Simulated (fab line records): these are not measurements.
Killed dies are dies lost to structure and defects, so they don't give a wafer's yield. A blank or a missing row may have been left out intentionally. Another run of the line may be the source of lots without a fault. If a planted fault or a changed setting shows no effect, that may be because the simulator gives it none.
fab line records | flow sky130
record: lots: 6 | wafers: 18 | last-day: 50
route steps=708 shown METAL2@495 VIA2@507
lots that met no fault: taken from a fault-free run of the same line
start-h: the number of hours between the record's first day and the start of the first shown wafer of the lot | wait-h: hours elapsed since this lot's preceding step | " as in the row above | L1.1+2: a single row standing in for several wafers | - either no value or no given start | * or withheld: withheld | < > ~ a bound
route shown NAME@n: names a module that has steps shown in the file, with the first one's number in the route | usual: average and standard deviation across the fault-free wafers | same: alike in all rows | chamber/n: place in a boat | sites: the reading at each site | _std_site: standard deviation of those values | _edge_site: mean of outer sites minus mean of inner sites | radius-mm: for every site, how far away it sits from the centre of the wafer | mask NAME#n: copy n | behind: the tool/chamber that last shaped the wafer | hold: what put the lot on hold/how long, in hours/how the hold closed | device: names the non-switching transistor (n, p or np) | end of line: the tests these same wafers got at the end of their route | a step without rows: its recipe alone | killed: count of dies lost to structure and defects at first sort (not the wafer's yield) | map: a wafer's dies, marking killed ones x, the rest . and places with no die _
set.NAME: the setting the step ran with; set.NAME@STEP: the setting that earlier step ran with | model.NAME: the simulator's own value behind a step, which no gauge read
a table for each step, a row for each wafer; lots at some steps of the route
services: when a tool's chamber went out of use (start-h, in hours from the record's first day, below 0 if earlier), for how many hours, and the reason
== steps ==
step: SKY_METAL2_EXPOSE_12
recipe: mask-id: MM2 | na: 0.8 | source-shape: annular | sigma-inner: 0.55 | sigma-outer: 0.85 | target-cd-nm: 140 | dose-mj: 28
step: SKY_METAL2_PEB_13
recipe: peb-temp-c: withheld | peb-time-s: withheld | resist: KrF-thick
step: SKY_METAL2_DEVELOP_14
recipe: develop-time-s: 60 | resist: KrF-thick | dev-temp-c: 21
step: SKY_METAL2_CD_MEAS_15
recipe: target-cd-nm: 140
usual: cd-nm: 140.1/1.5
lot.wafer | tool      | chamber | start-h | wait-h | cd-nm
L965.1    | cd-sem-02 | -       | 834.49  | -      | 139.5
L965.3    | "         | -       | "       | "      | 142.0
L965.5    | "         | -       | "       | "      | 140.2
L968.3    | cd-sem-01 | -       | 865.61  | -      | 139.8
L968.4    | "         | -       | "       | "      | 140.0
L968.5    | "         | -       | "       | "      | 139.7
L970.3    | cd-sem-02 | -       | 880.28  | -      | 141.9
L970.4    | "         | -       | "       | "      | 141.3
L970.6    | "         | -       | "       | "      | 141.8
L971.3    | cd-sem-02 | -       | 884.98  | -      | 142.3
L971.4    | "         | -       | "       | "      | 143.4
L971.5    | "         | -       | "       | "      | 142.1
L980.2    | cd-sem-01 | -       | 948.04  | -      | 142.5
L980.3    | "         | -       | "       | "      | 142.0
L980.4    | "         | -       | "       | "      | 141.4
L986.1    | cd-sem-01 | -       | 987.19  | -      | 141.6
L986.3    | "         | -       | "       | "      | 140.7
L986.5    | "         | -       | "       | "      | 139.3
step: SKY_METAL2_OVL_MEAS_16
usual: METAL2_OVL: -3/5.6
lot.wafer | tool       | chamber | start-h | wait-h | METAL2_OVL[nm]
L965.1    | overlay-01 | -       | 834.61  | 0.1    | -7
L965.3    | "          | -       | "       | "      | -4
L965.5    | "          | -       | "       | "      | 3
L968.3    | overlay-01 | -       | 865.70  | 0.1    | -6
L968.4    | "          | -       | "       | "      | -10
L968.5    | "          | -       | "       | "      | -10
L970.3    | overlay-02 | -       | 880.38  | 0.1    | -6
L970.4    | "          | -       | "       | "      | 1
L970.6    | "          | -       | "       | "      | -4
L971.3    | overlay-02 | -       | 885.07  | 0.1    | -4
L971.4    | "          | -       | "       | "      | -5
L971.5    | "          | -       | "       | "      | -4
L980.2    | overlay-01 | -       | 948.15  | 0.1    | 1
L980.3    | "          | -       | "       | "      | 0
L980.4    | "          | -       | "       | "      | 0
L986.1    | overlay-01 | -       | 987.31  | 0.1    | -6
L986.3    | "          | -       | "       | "      | -2
L986.5    | "          | -       | "       | "      | -2
step: SKY_METAL2_DESCUM_17
recipe: chemistry: O2 | source-power-w: 150 | bias-power-w: 0 | pressure-mtorr: 10 | temp-c: 40 | time-s: 8
usual: drypump-motor-current-A: 5.7/0.46 | oes-product-au: 0.997/0.0081
lot.wafer | tool         | chamber | start-h | wait-h | drypump-motor-current-A | oes-product-au | rf-hours-counter-h
L965.1    | rie-metal-01 | 1       | 834.65  | 0.0    | 4.7                     | 0.999          | 15
L965.3    | "            | 1       | "       | "      | 4.7                     | 1.006          | -
L965.5    | "            | 0       | "       | "      | 6.3                     | 0.995          | -
L968.3    | rie-metal-01 | 0       | 865.74  | 0.0    | 6.3                     | 0.992          | -
L968.4    | "            | 1       | "       | "      | 4.7                     | 1.006          | -
L968.5    | "            | 1       | "       | "      | 4.7                     | 1.004          | -
L970.3    | rie-metal-01 | 0       | 880.42  | 0.0    | 6.3                     | 0.987          | -
L970.4    | "            | 0       | "       | "      | 6.3                     | 0.982          | -
L970.6    | "            | 0       | "       | "      | 6.3                     | 0.988          | -
L971.3    | rie-metal-01 | 0       | 885.12  | 0.0    | 6.2                     | 0.984          | -
L971.4    | "            | 0       | "       | "      | 6.2                     | 0.982          | -
L971.5    | "            | 0       | "       | "      | 6.2                     | 0.986          | -
L980.2    | rie-metal-04 | 0       | 948.18  | 0.0    | 5.9                     | 0.997          | 4
L980.3    | "            | 0       | "       | "      | 5.9                     | 0.987          | -
L980.4    | "            | 1       | "       | "      | 5.8                     | 0.990          | -
L986.1    | rie-metal-04 | 0       | 987.35  | 0.0    | 5.9                     | 1.007          | 6
L986.3    | "            | 0       | "       | "      | 5.9                     | 1.000          | -
L986.5    | "            | 0       | "       | "      | 5.9                     | 1.000          | -
step: SKY_METAL2_ETCH_18
recipe: chemistry: N2/H2 | target: BARC | ion-energy-ev: 200 | bias-w: 100 | pressure-mtorr: 30 | n2-flow-sccm: 100 | h2-flow-sccm: 200 | icp-w: 500 | stop-on: SiO2 | time-s: 45.9 | target-depth-a: 600
usual: drypump-motor-current-A: 5.7/0.46 | oes-product-au: 0.855/0.0052 | throttle-valve-pct: 13.225/0.0083
lot.wafer | tool         | chamber | start-h | wait-h | drypump-motor-current-A | oes-product-au | rf-hours-counter-h | throttle-valve-pct
L965.1    | rie-metal-01 | 1       | 834.68  | 0.0    | 4.7                     | 0.850          | 15                 | 13.216
L965.3    | "            | 1       | "       | "      | 4.7                     | 0.849          | -                  | 13.242
L965.5    | "            | 0       | "       | "      | 6.2                     | 0.854          | -                  | 13.226
L968.3    | rie-metal-01 | 0       | 865.78  | 0.0    | 6.3                     | 0.860          | -                  | 13.229
L968.4    | "            | 1       | "       | "      | 4.8                     | 0.857          | -                  | 13.222
L968.5    | "            | 1       | "       | "      | 4.7                     | 0.850          | -                  | 13.218
L970.3    | rie-metal-01 | 0       | 880.51  | 0.1    | 6.2                     | 0.857          | -                  | 13.235
L970.4    | "            | 0       | "       | "      | 6.2                     | 0.855          | -                  | 13.214
L970.6    | "            | 0       | "       | "      | 6.2                     | 0.852          | -                  | 13.229
L971.3    | rie-metal-01 | 0       | 885.20  | 0.1    | 6.2                     | 0.860          | -                  | 13.230
L971.4    | "            | 0       | "       | "      | 6.2                     | 0.856          | -                  | 13.233
L971.5    | "            | 0       | "       | "      | 6.2                     | 0.853          | -                  | 13.219
L980.2    | rie-metal-04 | 0       | 948.21  | 0.0    | 5.9                     | 0.839          | 4                  | 13.234
L980.3    | "            | 0       | "       | "      | 5.9                     | 0.848          | -                  | 13.227
L980.4    | "            | 1       | "       | "      | 5.8                     | 0.856          | -                  | 13.227
L986.1    | rie-metal-04 | 0       | 987.38  | 0.0    | 5.9                     | 0.854          | 6                  | 13.234
L986.3    | "            | 0       | "       | "      | 5.9                     | 0.850          | -                  | 13.211
L986.5    | "            | 0       | "       | "      | 5.9                     | 0.852          | -                  | 13.215
step: SKY_METAL2_METAL_ETCH_19
recipe: target-depth-a: 3600 | stop-on: SiO2 | over-etch-frac: 0.3 | time-s: 78 | chemistry: Cl2/BCl3 | resist-sidewall-deg: 88 | pressure-mtorr: 10 | icp-w: 900 | bias-w: 48.5 | Cl2_flow_sccm: 60 | bcl3-flow-sccm: 30
usual: drypump-motor-current-A: 5.7/0.47 | oes-product-au: 0.855/0.0051 | throttle-valve-pct: 22.262/0.0086
lot.wafer | tool         | chamber | start-h | wait-h | drypump-motor-current-A | oes-product-au | rf-hours-counter-h | throttle-valve-pct
L965.1    | rie-metal-01 | 1       | 834.74  | 0.0    | 4.7                     | 0.855          | 15                 | 22.276
L965.3    | "            | 1       | "       | "      | 4.8                     | 0.859          | -                  | 22.258
L965.5    | "            | 0       | "       | "      | 6.2                     | 0.857          | -                  | 22.275
L968.3    | rie-metal-01 | 0       | 865.85  | 0.1    | 6.2                     | 0.858          | -                  | 22.264
L968.4    | "            | 1       | "       | "      | 4.7                     | 0.862          | -                  | 22.264
L968.5    | "            | 1       | "       | "      | 4.7                     | 0.858          | -                  | 22.261
L970.3    | rie-metal-01 | 0       | 880.65  | 0.1    | 6.3                     | 0.852          | -                  | 22.250
L970.4    | "            | 0       | "       | "      | 6.2                     | 0.856          | -                  | 22.263
L970.6    | "            | 0       | "       | "      | 6.3                     | 0.849          | -                  | 22.256
L971.3    | rie-metal-01 | 0       | 885.35  | 0.1    | 6.3                     | 0.844          | -                  | 22.263
L971.4    | "            | 0       | "       | "      | 6.3                     | 0.864          | -                  | 22.256
L971.5    | "            | 0       | "       | "      | 6.3                     | 0.860          | -                  | 22.271
L980.2    | rie-metal-04 | 0       | 948.27  | 0.0    | 5.9                     | 0.854          | 4                  | 22.256
L980.3    | "            | 0       | "       | "      | 5.9                     | 0.855          | -                  | 22.263
L980.4    | "            | 1       | "       | "      | 5.8                     | 0.845          | -                  | 22.263
L986.1    | rie-metal-04 | 0       | 987.44  | 0.0    | 5.9                     | 0.850          | 7                  | 22.249
L986.3    | "            | 0       | "       | "      | 5.9                     | 0.856          | -                  | 22.248
L986.5    | "            | 0       | "       | "      | 5.9                     | 0.855          | -                  | 22.263
step: SKY_METAL2_STRIP_20
recipe: chemistry: O2/N2 | power-w: 1400 | pressure-mtorr: 1500 | platen-temp-c: withheld | o2-flow-sccm: 3000 | n2-flow-sccm: 300 | overash-fraction: 0.5
usual: drypump-motor-current-A: 5.7/0.53 | oes-product-au: 0.344/0.0046 | strip-time-to-endpoint-s: 2.72/0.033
lot.wafer | tool            | chamber | start-h | wait-h | drypump-motor-current-A | oes-product-au | rf-hours-counter-h | strip-time-to-endpoint-s
L965.1    | plasma-asher-03 | 0       | 834.83  | 0.1    | 4.9                     | 0.351          | 7                  | 2.69
L965.3    | "               | 1       | "       | "      | 5.8                     | 0.348          | -                  | 2.70
L965.5    | "               | 0       | "       | "      | 4.9                     | 0.337          | -                  | 2.69
L968.3    | plasma-asher-04 | 0       | 865.95  | 0.1    | 5.4                     | 0.344          | -                  | 2.71
L968.4    | "               | 1       | "       | "      | 5.8                     | 0.339          | -                  | 2.68
L968.5    | "               | 1       | "       | "      | 5.8                     | 0.344          | -                  | 2.67
L970.3    | plasma-asher-04 | 0       | 880.80  | 0.1    | 5.4                     | 0.342          | -                  | 2.79
L970.4    | "               | 1       | "       | "      | 5.8                     | 0.344          | -                  | 2.76
L970.6    | "               | 1       | "       | "      | 5.8                     | 0.340          | -                  | 2.74
L971.3    | plasma-asher-01 | 1       | 885.50  | 0.1    | 6.1                     | 0.348          | -                  | 2.76
L971.4    | "               | 0       | "       | "      | 6.6                     | 0.342          | -                  | 2.75
L971.5    | "               | 1       | "       | "      | 6.1                     | 0.342          | -                  | 2.74
L980.2    | plasma-asher-04 | 0       | 948.36  | 0.1    | 5.4                     | 0.346          | 85                 | 2.69
L980.3    | "               | 0       | "       | "      | 5.4                     | 0.341          | -                  | 2.70
L980.4    | "               | 1       | "       | "      | 5.8                     | 0.347          | -                  | 2.67
L986.1    | plasma-asher-03 | 0       | 987.53  | 0.1    | 4.9                     | 0.345          | 22                 | 2.73
L986.3    | "               | 1       | "       | "      | 5.7                     | 0.344          | -                  | 2.72
L986.5    | "               | 0       | "       | "      | 4.9                     | 0.344          | -                  | 2.72
step: SKY_METAL2_STRIP_21
recipe: chemistry: post-etch-residue-remover | time-s: 1200 | temp-c: 72.5
step: SKY_METAL2_CLEAN_22
recipe: chemistry: IPA | time-s: 180 | temp-c: 25
step: SKY_METAL2_CLEAN_23
recipe: chemistry: O3/DIW | dry: n2-spin
step: SKY_VIA2_HDPCVD_00
recipe: material: SiO2 | target-thk-nm: 1180 | sigma-open-frac: 0.3 | time-s: 196.7 | temp-c: 400 | sih4-flow-sccm: 60 | pressure-mtorr: 6
usual: run-length-s: 224.5/0.65 | sih4-flow-sccm: 59.99/0.16
lot.wafer | tool      | chamber | start-h | wait-h | run-length-s | sih4-flow-sccm | model.SiO2_of_VIA2_HDPCVD_00.thk-nm
L965.1    | hdpcvd-01 | 1       | 835.42  | 0.0    | 224.3        | 60.04          | 1188
L965.3    | "         | 0       | "       | "      | 225.3        | 59.84          | 1173
L965.5    | "         | 2       | "       | "      | 224.0        | 59.94          | 1193
L968.3    | hdpcvd-02 | 2       | 866.51  | 0.0    | 223.8        | 59.65          | 1162
L968.4    | "         | 2       | "       | "      | 223.8        | 60.02          | 1174
L968.5    | "         | 1       | "       | "      | 224.2        | 59.82          | 1174
L970.3    | hdpcvd-01 | 2       | 881.45  | 0.0    | 224.2        | 60.12          | 1181
L970.4    | "         | 1       | "       | "      | 224.3        | 60.01          | 1185
L970.6    | "         | 0       | "       | "      | 272.2        | 60.15          | 1470
L971.3    | hdpcvd-01 | 2       | 886.07  | 0.0    | 223.8        | 59.87          | 1184
L971.4    | "         | 2       | "       | "      | 224.1        | 60.03          | 1197
L971.5    | "         | 0       | "       | "      | 272.1        | 60.05          | 1458
L980.2    | hdpcvd-02 | 0       | 948.96  | 0.0    | 224.1        | 59.85          | 1176
L980.3    | "         | 1       | "       | "      | 224.3        | 59.84          | 1185
L980.4    | "         | 1       | "       | "      | 223.7        | 60.21          | 1179
L986.1    | hdpcvd-02 | 1       | 988.13  | 0.0    | 223.7        | 59.89          | 1172
L986.3    | "         | 0       | "       | "      | 225.1        | 59.72          | 1168
L986.5    | "         | 0       | "       | "      | 224.0        | 59.80          | 1169
step: SKY_VIA2_THK_MEAS_01
recipe: reads: SiO2_of_VIA2_HDPCVD_00
usual: VIA2_HDPCVD_THK: 1178/12
lot.wafer | tool          | chamber | start-h | wait-h | hold                     | VIA2_HDPCVD_THK[nm]
L965.1    | film-metro-03 | -       | 835.55  | 0.1    | -                        | 1187
L965.3    | "             | -       | "       | "      | -                        | 1173
L965.5    | "             | -       | "       | "      | -                        | 1194
L968.3    | film-metro-02 | -       | 866.65  | 0.1    | -                        | 1161
L968.4    | "             | -       | "       | "      | -                        | 1174
L968.5    | "             | -       | "       | "      | -                        | 1174
L970.3    | film-metro-04 | -       | 881.60  | 0.1    | await-dispo/0.2h/release | 1181
L970.4    | "             | -       | "       | "      | await-dispo/0.2h/release | 1186
L970.6    | "             | -       | "       | "      | await-dispo/0.2h/release | 1471
L970.3    | film-metro-04 | -       | 881.83  | 0.2    | -                        | 1181
L970.4    | "             | -       | "       | "      | -                        | 1185
L970.6    | "             | -       | "       | "      | -                        | 1470
L971.3    | film-metro-02 | -       | 886.21  | 0.1    | await-dispo/0.2h/release | 1183
L971.4    | "             | -       | "       | "      | await-dispo/0.2h/release | 1198
L971.5    | "             | -       | "       | "      | await-dispo/0.2h/release | 1457
L971.3    | film-metro-02 | -       | 886.44  | 0.2    | -                        | 1185
L971.4    | "             | -       | "       | "      | -                        | 1196
L971.5    | "             | -       | "       | "      | -                        | 1458
L980.2    | film-metro-04 | -       | 949.09  | 0.1    | -                        | 1175
L980.3    | "             | -       | "       | "      | -                        | 1186
L980.4    | "             | -       | "       | "      | -                        | 1179
L986.1    | film-metro-03 | -       | 988.26  | 0.1    | -                        | 1172
L986.3    | "             | -       | "       | "      | -                        | 1167
L986.5    | "             | -       | "       | "      | -                        | 1169
step: SKY_VIA2_CMP_02
recipe: material: SiO2 | down-force-psi: 4 | platen-rpm: 60 | pad-velocity-m-s: 0.94248
usual: motor-current-A: 12.5/0.98 | slurry-flow-ml-min: 150.0/0.5
lot.wafer | tool   | chamber | start-h | wait-h | hold                     | motor-current-A | slurry-flow-ml-min
L965.1    | cmp-02 | 0       | 835.61  | 0.1    | -                        | 11.6            | 149.7
L965.3    | "      | 2       | "       | "      | -                        | 11.2            | 150.5
L965.5    | "      | 1       | "       | "      | -                        | 11.1            | 149.7
L968.4    | cmp-02 | 2       | 866.69  | 0.0    | -                        | 11.1            | 150.0
L968.3    | "      | 0       | "       | "      | -                        | 10.7            | 150.5
L968.5    | "      | 2       | "       | "      | -                        | 10.5            | 150.1
L970.4    | cmp-01 | 2       | 885.02  | 3.2    | await-dispo/2.9h/release | 13.4            | 151.2
L970.3    | "      | 0       | "       | "      | await-dispo/2.9h/release | 12.7            | 150.1
L970.6    | "      | 3       | "       | "      | await-dispo/2.9h/release | 12.9            | 149.9
L971.3    | cmp-01 | 3       | 888.72  | 2.3    | await-dispo/2.2h/release | 13.4            | 150.1
L971.4    | "      | 1       | "       | "      | await-dispo/2.2h/release | 13.3            | 149.8
L971.5    | "      | 0       | "       | "      | await-dispo/2.2h/release | 12.7            | 150.2
L980.3    | cmp-01 | 0       | 949.14  | 0.0    | -                        | 12.8            | 149.3
L980.4    | "      | 1       | "       | "      | -                        | 12.9            | 150.3
L980.2    | "      | 2       | "       | "      | -                        | 12.9            | 149.8
L986.3    | cmp-01 | 3       | 988.32  | 0.0    | -                        | 13.1            | 149.5
L986.1    | "      | 0       | "       | "      | -                        | 12.5            | 149.7
L986.5    | "      | 3       | "       | "      | -                        | 12.6            | 150.0
== services ==
tool            | chamber | start-h | hours | kind
cmp-01          | -       | 813.17  | 1.7   | repair
plasma-asher-01 | -       | 815.53  | 3.4   | repair
rie-metal-04    | -       | 829.13  | 0.5   | repair
cmp-02          | -       | 829.14  | 5.0   | repair
cmp-02          | -       | 864.64  | 1.4   | repair
cmp-01          | -       | 871.36  | 5.0   | pm
rie-metal-01    | 1       | 879.07  | -     | clean
rie-metal-01    | 1       | 879.07  | 26.3  | scheduled-down
rie-metal-01    | 1       | 879.07  | 26.3  | vent-cycle
hdpcvd-02       | 1       | 888.10  | 3.7   | repair
cmp-02          | -       | 895.44  | 0.3   | repair
cmp-02          | -       | 902.34  | 2.1   | repair
cmp-01          | -       | 912.00  | 4.0   | pm
hdpcvd-02       | -       | 921.85  | 2.8   | pm
hdpcvd-02       | 0       | 925.82  | 22.0  | repair
cmp-01          | -       | 930.56  | 11.6  | repair
cmp-01          | -       | 945.97  | 1.6   | repair
hdpcvd-01       | -       | 950.25  | 15.0  | pm
plasma-asher-03 | -       | 957.95  | 2.6   | repair
rie-metal-01    | 1       | 961.11  | 19.3  | repair
hdpcvd-01       | 1       | 962.27  | 6.0   | repair
hdpcvd-02       | 2       | 979.81  | 6.4   | repair
rie-metal-01    | 0       | 981.77  | 23.3  | repair
plasma-asher-03 | -       | 985.45  | 2.0   | repair
== key ==
first-sign: step: SKY_VIA2_HDPCVD_00 | reading: run-length-s | direction: up | sigmas: 74 | usual: * | struck: *
effect: step: SKY_VIA2_THK_MEAS_01 | reading: visit | direction: added
effect: step: SKY_VIA2_THK_MEAS_01 | reading: VIA2_HDPCVD_THK | direction: up | sigmas: 24 | usual: 1178 | struck: 1464
model-effect: step: SKY_VIA2_HDPCVD_00 | value: SiO2_of_VIA2_HDPCVD_00.thk-nm | without: 1184 | struck: 1464
met-at SKY_VIA2_HDPCVD_00
struck-wafers L970.6,L971.5
onset-between 835.42 881.45
fault: kind: process-parameter-drift | tool: hdpcvd-01 | chamber: 0 | onset-h: 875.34 | steps: SKY_VIA2_HDPCVD_00 | channel: time-s | offset: * | shape: step | end-h: 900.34 | acts-in: * | stated: *
